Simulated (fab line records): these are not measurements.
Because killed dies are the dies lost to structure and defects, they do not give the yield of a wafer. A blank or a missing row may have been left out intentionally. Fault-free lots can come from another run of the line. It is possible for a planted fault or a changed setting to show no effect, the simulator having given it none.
fab line records -- flow sky130
record: lots: 11, wafers: 33, lastDay: 50
route steps=708 shown LI_CONTACT@378 LOCAL_INTERCONNECT@400 METAL1@435 PAD_OPEN@708
lots untouched by any fault: they come from a run of this same line in which no faults occurred
startH: hours from the record's first day to the start of the lot's first wafer shown -- waitH: hours from the lot's prior step to this one -- " identical to the entry in the row above -- L1.1+2: a row that stands for several wafers -- - no value present, or no start provided -- * or withheld: withheld -- < > ~ a bound
route shown NAME@n: names a module that has steps shown in the file, with the first one's number in the route -- usual: the fault-free wafers' mean and standard deviation -- same: alike in all rows -- chamber/n: place in a boat -- sites: per-site readings -- _std_site: the standard deviation of these -- _edge_site: mean of outer sites minus mean of inner sites -- radiusMm: for every site, how far away it sits from the centre of the wafer -- mask NAME#n: copy n -- behind: the most recent tool/chamber to have shaped the wafer -- hold: what put the lot on hold/how long, in hours/how the hold closed -- device: the transistor (n, p or np) that didn't switch -- end of line: tests run on the same wafers once the route is complete -- a step with no rows: only its recipe -- killed: the dies lost at the first sort to structure and to defects; this is not the yield of the wafer -- map: a wafer's dies, marking killed ones x, the rest . and places with no die _
set.NAME: the setting the step ran with; set.NAME@STEP: the setting that earlier step ran with -- model.NAME: the simulator's own value behind a step, which no gauge read
one table for each step of the route and one row for each wafer, over a sample of lots
services: from which hour (startH, from the record's first day; less than 0 if before it) a tool's chamber was out of use, for how many hours, and why
== steps ==
step: SKY_LI_CONTACT_STRIP_16
recipe: chemistry: O2/N2, powerW: 1400, pressureMtorr: 1500, platenTempC: withheld, o2FlowSccm: 3000, n2FlowSccm: 300, overashFraction: 0.5
usual: drypumpMotorCurrentA: 5.9/0.46, oesProductAu: 0.376/0.0045, stripTimeToEndpointS: 3.498/0.026
lot.wafer,tool,chamber,startH,waitH,drypumpMotorCurrentA,oesProductAu,rfHoursCounterH,stripTimeToEndpointS
L265.2,plasmaAsher-04,1,664.77,-,5.2,0.375,83,3.491
L265.4,plasmaAsher-04,0,664.77,-,6.3,0.382,-,3.533
L265.5,plasmaAsher-04,0,664.77,-,6.3,0.386,-,3.523
L267.1,plasmaAsher-01,1,683.47,-,6.6,0.380,58,3.481
L267.3,plasmaAsher-01,0,683.47,-,5.8,0.373,-,3.481
L267.6,plasmaAsher-01,1,683.47,-,6.6,0.379,-,3.484
L268.1,plasmaAsher-04,1,685.32,-,5.2,0.376,85,3.501
L268.5,plasmaAsher-04,0,685.32,-,6.3,0.376,-,3.532
L268.6,plasmaAsher-04,1,685.32,-,5.2,0.373,-,3.559
L269.4,plasmaAsher-03,1,698.56,-,6.0,0.375,-,3.509
L269.5,plasmaAsher-03,1,698.56,-,6.0,0.372,-,3.494
L269.6,plasmaAsher-03,0,698.56,-,6.0,0.383,-,3.559
L277.3,plasmaAsher-03,1,763.61,-,6.0,0.376,-,3.498
L277.5,plasmaAsher-03,0,763.61,-,6.0,0.375,-,3.500
L277.6,plasmaAsher-03,1,763.61,-,6.0,0.373,-,3.529
L278.2,plasmaAsher-03,1,773.22,-,6.0,0.374,3,3.520
L278.3,plasmaAsher-03,0,773.22,-,6.0,0.372,-,3.486
L278.5,plasmaAsher-03,0,773.22,-,6.0,0.380,-,3.508
L281.2,plasmaAsher-01,0,803.78,-,5.7,0.379,69,3.484
L281.4,plasmaAsher-01,1,803.78,-,6.6,0.367,-,3.478
L281.6,plasmaAsher-01,0,803.78,-,5.7,0.376,-,3.457
L284.2,plasmaAsher-04,0,824.92,-,6.3,0.377,100,3.485
L284.3,plasmaAsher-04,1,824.92,-,5.2,0.379,-,3.531
L284.5,plasmaAsher-04,1,824.92,-,5.2,0.384,-,3.518
L286.1,plasmaAsher-03,1,829.77,-,6.0,0.372,9,3.468
L286.2,plasmaAsher-03,0,829.77,-,6.0,0.368,9,3.477
L286.3,plasmaAsher-03,1,829.77,-,6.0,0.373,-,3.526
L287.2,plasmaAsher-04,1,841.68,-,5.2,0.378,102,3.495
L287.3,plasmaAsher-04,1,841.68,-,5.2,0.383,-,3.523
L287.6,plasmaAsher-04,1,841.68,-,5.2,0.380,-,3.496
L288.2,plasmaAsher-03,1,850.98,-,5.9,0.370,12,3.489
L288.3,plasmaAsher-03,1,850.98,-,6.0,0.377,-,3.519
L288.5,plasmaAsher-03,0,850.98,-,6.0,0.373,-,3.509
step: SKY_LI_CONTACT_THK_MEAS_23
recipe: thkMeasGauge: xrf, reads: W_of_LI_CONTACT_CVD_21
usual: LI_CONTACT_W_THK: 417/8.5
lot.wafer,tool,chamber,startH,waitH,LI_CONTACT_W_THK[nm]
L265.2,filmMetro-04,-,665.46,0.1,424
L265.4,filmMetro-04,-,665.46,0.1,412
L265.5,filmMetro-04,-,665.46,0.1,412
L267.1,filmMetro-01,-,684.15,0.1,422
L267.3,filmMetro-01,-,684.15,0.1,421
L267.6,filmMetro-01,-,684.15,0.1,426
L268.1,filmMetro-01,-,686.00,0.1,415
L268.5,filmMetro-01,-,686.00,0.1,434
L268.6,filmMetro-01,-,686.00,0.1,417
L269.4,filmMetro-01,-,699.25,0.1,421
L269.5,filmMetro-01,-,699.25,0.1,420
L269.6,filmMetro-01,-,699.25,0.1,414
L277.3,filmMetro-02,-,764.27,0.1,400
L277.5,filmMetro-02,-,764.27,0.1,399
L277.6,filmMetro-02,-,764.27,0.1,400
L278.2,filmMetro-04,-,774.08,0.1,416
L278.3,filmMetro-04,-,774.08,0.1,426
L278.5,filmMetro-04,-,774.08,0.1,427
L281.2,filmMetro-01,-,804.46,0.1,427
L281.4,filmMetro-01,-,804.46,0.1,422
L281.6,filmMetro-01,-,804.46,0.1,432
L284.2,filmMetro-02,-,825.61,0.1,409
L284.3,filmMetro-02,-,825.61,0.1,404
L284.5,filmMetro-02,-,825.61,0.1,409
L286.1,filmMetro-02,-,830.45,0.1,404
L286.2,filmMetro-02,-,830.45,0.1,417
L286.3,filmMetro-02,-,830.45,0.1,416
L287.2,filmMetro-04,-,842.36,0.1,419
L287.3,filmMetro-04,-,842.36,0.1,418
L287.6,filmMetro-04,-,842.36,0.1,421
L288.2,filmMetro-04,-,851.67,0.1,422
L288.3,filmMetro-04,-,851.67,0.1,420
L288.5,filmMetro-04,-,851.67,0.1,426
step: SKY_LOCAL_INTERCONNECT_ETCH_13
recipe: chemistry: N2/H2, target: BARC, ionEnergyEv: 200, biasW: 100, pressureMtorr: 30, n2FlowSccm: 100, h2FlowSccm: 200, icpW: 500, stopOn: SiO2, timeS: 45.9, targetDepthA: 600
usual: drypumpMotorCurrentA: 5.6/0.57, oesProductAu: 0.855/0.0045, throttleValvePct: 13.224/0.0081
lot.wafer,tool,chamber,startH,waitH,drypumpMotorCurrentA,oesProductAu,rfHoursCounterH,throttleValvePct
L265.2,rieMetal-01,1,694.14,0.0,5.2,0.863,-,13.227
L265.4,rieMetal-01,1,694.14,0.0,5.2,0.858,-,13.213
L265.5,rieMetal-01,1,694.14,0.0,5.2,0.862,-,13.222
L267.1,rieMetal-04,0,712.19,0.0,6.0,0.851,8,13.240
L267.3,rieMetal-04,0,712.19,0.0,6.0,0.853,-,13.230
L267.6,rieMetal-04,0,712.19,0.0,6.0,0.860,-,13.245
L268.1,rieMetal-04,0,714.56,0.0,6.0,0.857,8,13.228
L268.5,rieMetal-04,1,714.56,0.0,6.0,0.848,-,13.229
L268.6,rieMetal-04,0,714.56,0.0,6.0,0.859,-,13.223
L269.4,rieMetal-03,1,727.82,0.1,4.7,0.854,-,13.226
L269.5,rieMetal-03,1,727.82,0.1,4.7,0.862,-,13.220
L269.6,rieMetal-03,1,727.82,0.1,4.7,0.855,-,13.230
L277.3,rieMetal-01,1,791.94,0.0,5.2,0.848,-,13.240
L277.5,rieMetal-01,1,791.94,0.0,5.2,0.855,-,13.217
L277.6,rieMetal-01,0,791.94,0.0,6.4,0.857,-,13.225
L278.2,rieMetal-04,1,801.94,0.0,6.0,0.845,5,13.241
L278.3,rieMetal-04,0,801.94,0.0,6.0,0.854,-,13.229
L278.5,rieMetal-04,1,801.94,0.0,6.0,0.856,-,13.221
L281.2,rieMetal-03,0,832.61,0.0,5.6,0.854,3,13.235
L281.4,rieMetal-03,0,832.61,0.0,5.6,0.852,-,13.223
L281.6,rieMetal-03,0,832.61,0.0,5.6,0.849,-,13.232
L284.2,rieMetal-03,1,853.57,0.0,4.7,0.848,6,13.222
L284.3,rieMetal-03,1,853.57,0.0,4.7,0.847,-,13.230
L284.5,rieMetal-03,0,853.57,0.0,5.6,0.847,-,13.217
L286.1,rieMetal-01,0,857.99,0.0,6.3,0.847,7,13.228
L286.2,rieMetal-01,0,857.99,0.0,6.3,0.848,-,13.233
L286.3,rieMetal-01,0,857.99,0.0,6.3,0.850,-,13.228
L287.2,rieMetal-04,1,869.46,0.0,6.0,0.856,7,13.212
L287.3,rieMetal-04,0,869.46,0.0,6.0,0.854,-,13.240
L287.6,rieMetal-04,1,869.46,0.0,6.0,0.856,-,13.217
L288.2,rieMetal-01,0,878.84,0.0,6.4,0.854,7,13.218
L288.3,rieMetal-01,0,878.84,0.0,6.4,0.843,-,13.218
L288.5,rieMetal-01,1,878.84,0.0,5.2,0.856,-,13.223
step: SKY_METAL1_SPUTTER_01
recipe: material: TiN, targetThkNm: 20, powerW: 6500, timeS: 16.7, chamberPressurePa: 0.4
usual: cathodeDcPowerW: 6500.1/1.1, chamberPressurePa: 0.4000/0.00074, throttleValvePct: 30.0/1
lot.wafer,tool,chamber,startH,waitH,cathodeDcPowerW,chamberPressurePa,throttleValvePct
L265.2,pvdSputter-02,-,725.21,0.0,6499.2,0.3998,28.9
L265.4,pvdSputter-02,-,725.21,0.0,6499.3,0.3988,30.3
L265.5,pvdSputter-02,-,725.21,0.0,6499.6,0.3994,30.6
L267.1,pvdSputter-03,-,743.46,0.0,6500.1,0.4000,29.5
L267.3,pvdSputter-03,-,743.46,0.0,6500.9,0.4002,30.7
L267.6,pvdSputter-03,-,743.46,0.0,6501.0,0.4008,32.2
L268.1,pvdSputter-01,-,745.32,0.0,6501.5,0.4000,28.5
L268.5,pvdSputter-01,-,745.32,0.0,6499.9,0.4009,29.4
L268.6,pvdSputter-01,-,745.32,0.0,6499.2,0.4014,28.4
L269.4,pvdSputter-02,-,757.74,0.0,6499.8,0.4000,30.1
L269.5,pvdSputter-02,-,757.74,0.0,6499.1,0.3992,30.5
L269.6,pvdSputter-02,-,757.74,0.0,6500.1,0.4004,29.0
L277.3,pvdSputter-02,-,821.22,0.0,-,-,-
L277.5,pvdSputter-02,-,821.22,0.0,-,-,-
L277.6,pvdSputter-02,-,821.22,0.0,-,-,-
L278.2,pvdSputter-03,-,832.20,0.0,-,-,-
L278.3,pvdSputter-03,-,832.20,0.0,-,-,-
L278.5,pvdSputter-03,-,832.20,0.0,-,-,-
L281.2,pvdSputter-01,-,863.27,0.0,6500.1,0.4003,29.6
L281.4,pvdSputter-01,-,863.27,0.0,6503.2,0.4002,28.6
L281.6,pvdSputter-01,-,863.27,0.0,6501.3,0.3989,28.7
L284.2,pvdSputter-03,-,882.70,0.0,6499.9,0.3992,29.5
L284.3,pvdSputter-03,-,882.70,0.0,6500.7,0.3997,29.3
L284.5,pvdSputter-03,-,882.70,0.0,6500.4,0.4002,30.6
L286.1,pvdSputter-02,-,886.58,0.0,6499.9,0.3996,30.6
L286.2,pvdSputter-02,-,886.58,0.0,6499.5,0.3998,30.5
L286.3,pvdSputter-02,-,886.58,0.0,6499.9,0.4011,28.6
L287.2,pvdSputter-02,-,898.64,0.0,6500.0,0.4007,28.8
L287.3,pvdSputter-02,-,898.64,0.0,6499.1,0.3990,30.2
L287.6,pvdSputter-02,-,898.64,0.0,6499.1,0.3998,30.5
L288.2,pvdSputter-03,-,907.77,0.0,6498.9,0.3998,29.5
L288.3,pvdSputter-03,-,907.77,0.0,6499.0,0.4006,29.4
L288.5,pvdSputter-03,-,907.77,0.0,6498.4,0.4019,31.9
step: SKY_PAD_OPEN_PROBE_99
usual: defectLimitedYield: 82.5/1.9, killed_at_M0_to_M3: 44/6.4, killed_at_M4_up: 3.4/2.1, killedAtContacts: 23/5, killedAtFrontEnd: 15/4.5, killedAtOther: 0.3/0.54, killedDies: 86/9.5, killedOpen: 48/6.9, killedShort: 38/5.9, sort_bin_3_pad_short: 0.8/0.44, sort_bin_5_function: 10.5/1.6, sort_bin_6_memory: 6.1/1.1, sortNPass: 406/9.5, sortYieldPct: 82.5/1.9
same: grossDies: 492, killedAtBackSide: 0, sort_bin_4_leakage[%]: 0, sort_bin_8_speed[%]: 0
lot.wafer,tool,chamber,startH,waitH,defectLimitedYield[%],killed_at_M0_to_M3,killed_at_M4_up,killedAtContacts,killedAtFrontEnd,killedAtOther,killedDies,killedOpen,killedShort,sort_bin_3_pad_short[%],sort_bin_5_function[%],sort_bin_6_memory[%],sortNPass,sortYieldPct[%]
L277.3,prober-01,-,1140.76,0.2,80.1,51,5,29,13,0,98,55,43,0.2,13.4,6.3,394,80.1
L277.5,prober-01,-,1140.86,0.2,81.9,34,3,27,25,0,89,55,34,1.0,10.8,6.3,403,81.9
L277.6,prober-01,-,1140.91,0.2,86.6,29,2,19,16,0,66,37,29,0.6,8.1,4.7,426,86.6
L278.2,prober-02,-,1147.63,0.1,83.3,47,5,23,7,0,82,52,30,1.2,10.2,5.3,410,83.3
L278.3,prober-02,-,1147.68,0.2,78.9,50,4,24,26,0,104,59,44,1.6,12.2,7.3,388,78.9
L278.5,prober-02,-,1147.78,0.2,79.9,51,6,28,14,0,99,59,38,1.0,13.8,5.3,393,79.9
L281.2,prober-01,-,1166.06,0.1,82.1,40,2,23,23,0,88,50,36,0.6,11.8,5.5,404,82.1
L281.4,prober-01,-,1166.16,0.2,85.6,36,0,22,11,2,71,30,39,0.4,8.9,5.1,421,85.6
L281.6,prober-01,-,1166.26,0.2,83.1,46,1,21,13,2,83,47,35,1.0,10.6,5.3,409,83.1
L284.2,prober-02,-,1178.88,0.1,83.7,54,3,17,5,1,80,40,40,0.8,10.0,5.5,412,83.7
L284.3,prober-02,-,1178.93,0.2,80.9,45,5,28,15,1,94,59,34,0.6,11.8,6.7,398,80.9
L284.5,prober-02,-,1179.03,0.2,83.9,37,3,21,18,0,79,38,41,0.8,8.1,7.1,413,83.9
L286.1,prober-02,-,1184.50,0.1,80.1,46,7,35,10,0,98,47,51,1.6,11.6,6.7,394,80.1
L286.2,prober-02,-,1184.55,0.1,79.1,47,1,38,17,0,103,59,44,0.2,12.2,8.5,389,79.1
L286.3,prober-02,-,1184.60,0.2,81.3,43,0,32,16,1,92,52,39,1.4,11.2,6.1,400,81.3
killed by level:class
L277.3 VIA1:geometricParticle:open=13 LI_CONTACT:geometricParticle:open=9 CONTACT:geometricParticle:open=9 VIA1:geometricParticle:short=7 VIA3:geometricParticle:open=6 VIA2:geometricParticle:open=6 FIELD_ISO:geometricParticle:short=5 CONTACT:geometricParticle:short=5
L277.5 LI_CONTACT:geometricParticle:open=11 VIA1:geometricParticle:open=10 FIELD_ISO:geometricParticle:open=8 FIELD_ISO:geometricParticle:short=7 CONTACT:geometricParticle:open=6 VIA3:geometricParticle:open=6 VIA2:geometricParticle:short=4 VIA2:geometricParticle:open=4
L277.6 LI_CONTACT:geometricParticle:open=8 POLY_GATE:geometricParticle:short=7 CONTACT:geometricParticle:open=7 VIA1:geometricParticle:open=7 METAL1:geometricParticle:short=5 FIELD_ISO:geometricParticle:open=3 LI_CONTACT:geometricParticle:short=3 METAL3:geometricParticle:short=3
L278.2 VIA1:geometricParticle:open=16 CONTACT:geometricParticle:open=8 LI_CONTACT:geometricParticle:open=6 VIA2:geometricParticle:open=6 VIA1:geometricParticle:short=5 VIA3:geometricParticle:open=5 FIELD_ISO:geometricParticle:open=4 LI_CONTACT:geometricParticle:short=3
L278.3 VIA1:geometricParticle:open=16 CONTACT:geometricParticle:open=12 FIELD_ISO:geometricParticle:short=9 CONTACT:geometricParticle:short=8 VIA1:geometricParticle:short=7 VIA3:geometricParticle:open=7 POLY_GATE:geometricParticle:short=6 VIA2:geometricParticle:open=5
L278.5 CONTACT:geometricParticle:open=15 VIA1:geometricParticle:open=15 VIA2:geometricParticle:open=10 METAL2:geometricParticle:short=6 METAL4:geometricParticle:short=5 METAL1:geometricParticle:short=4 LI_CONTACT:geometricParticle:open=3 LOCAL_INTERCONNECT:geometricParticle:short=3
L281.2 CONTACT:geometricParticle:open=11 POLY_GATE:geometricParticle:open=9 VIA1:geometricParticle:open=9 VIA2:geometricParticle:open=7 FIELD_ISO:geometricParticle:short=6 CONTACT:geometricParticle:short=6 VIA3:geometricParticle:open=6 METAL3:geometricParticle:short=5
L281.4 METAL1:geometricParticle:short=7 VIA1:geometricParticle:open=7 CONTACT:geometricParticle:open=6 METAL2:geometricParticle:short=6 LI_CONTACT:geometricParticle:short=5 POLY_GATE:geometricParticle:short=4 LI_CONTACT:geometricParticle:open=4 CONTACT:geometricParticle:short=4
L281.6 VIA1:geometricParticle:open=10 VIA3:geometricParticle:open=10 CONTACT:geometricParticle:short=7 METAL2:geometricParticle:short=6 CONTACT:geometricParticle:open=5 VIA1:geometricParticle:short=5 VIA2:geometricParticle:open=5 FIELD_ISO:geometricParticle:open=4
L284.2 METAL2:geometricParticle:short=12 VIA1:geometricParticle:open=8 VIA3:geometricParticle:open=8 VIA1:geometricParticle:short=6 VIA2:geometricParticle:short=5 CONTACT:geometricParticle:open=5 METAL1:geometricParticle:short=5 LI_CONTACT:geometricParticle:open=4
L284.3 VIA1:geometricParticle:open=12 CONTACT:geometricParticle:open=11 VIA2:geometricParticle:open=11 LI_CONTACT:geometricParticle:open=8 METAL2:geometricParticle:short=5 METAL4:geometricParticle:short=5 FIELD_ISO:geometricParticle:open=4 CONTACT:geometricParticle:short=4
L284.5 LOCAL_INTERCONNECT:geometricParticle:short=6 VIA1:geometricParticle:open=6 VIA2:geometricParticle:open=6 VIA3:geometricParticle:open=6 LI_CONTACT:geometricParticle:open=5 METAL2:geometricParticle:short=5 CONTACT:geometricParticle:open=5 POLY_GATE:geometricParticle:open=4
L286.1 CONTACT:geometricParticle:open=15 LI_CONTACT:geometricParticle:open=7 VIA2:geometricParticle:open=7 CONTACT:geometricParticle:short=6 METAL1:geometricParticle:short=6 VIA1:geometricParticle:open=6 METAL2:geometricParticle:short=6 METAL4:geometricParticle:short=5
L286.2 CONTACT:geometricParticle:open=19 VIA2:geometricParticle:open=8 LI_CONTACT:geometricParticle:open=7 FIELD_ISO:geometricParticle:short=6 LI_CONTACT:geometricParticle:short=6 VIA1:geometricParticle:open=6 CONTACT:geometricParticle:short=5 VIA3:geometricParticle:open=5
L286.3 CONTACT:geometricParticle:open=13 LI_CONTACT:geometricParticle:open=9 VIA1:geometricParticle:open=8 METAL2:geometricParticle:short=7 CONTACT:geometricParticle:short=6 VIA1:geometricParticle:short=6 FIELD_ISO:geometricParticle:short=5 VIA3:geometricParticle:open=5
== services ==
tool,chamber,startH,hours,kind
plasmaAsher-03,-,646.50,1.6,repair
pvdSputter-03,-,661.32,1.1,repair
plasmaAsher-01,-,662.93,3.4,repair
rieMetal-03,0,664.27,12.8,repair
pvdSputter-01,-,667.18,0.6,repair
rieMetal-04,-,671.48,4.3,pm
plasmaAsher-01,-,672.36,1.1,repair
plasmaAsher-03,-,678.77,5.7,repair
rieMetal-01,0,690.46,15.1,repair
plasmaAsher-03,-,733.75,9.0,pm
pvdSputter-03,-,752.22,4.7,repair
plasmaAsher-01,-,754.35,14.6,pm
pvdSputter-03,-,768.96,12.4,repair
rieMetal-03,-,777.81,0.6,repair
pvdSputter-01,-,803.96,12.1,repair
pvdSputter-02,-,824.34,1.9,repair
rieMetal-03,-,828.80,0.4,repair
plasmaAsher-04,-,849.05,2.3,repair
pvdSputter-03,-,852.95,9.3,repair
plasmaAsher-04,-,861.03,1.9,repair
pvdSputter-02,-,878.24,2.6,repair
pvdSputter-02,-,878.65,4.5,repair
rieMetal-01,1,895.68,5.8,repair
rieMetal-01,-,897.61,0.5,repair
== key ==
firstSign: step: SKY_METAL1_SPUTTER_01, reading: toolRecord, direction: missing
effect none on later readings
metAt SKY_METAL1_SPUTTER_01
struckLots L277,L278
notActingAt SKY_LI_CONTACT_STRIP_16,SKY_LI_CONTACT_THK_MEAS_23,SKY_LOCAL_INTERCONNECT_ETCH_13
onsetBetween 757.74 821.22
fault: kind: skippedStepWhole, tool: pvdSputter-02,pvdSputter-03, chamber: -, onsetH: 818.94, steps: SKY_METAL1_SPUTTER_01, scope: struckLotsOnly
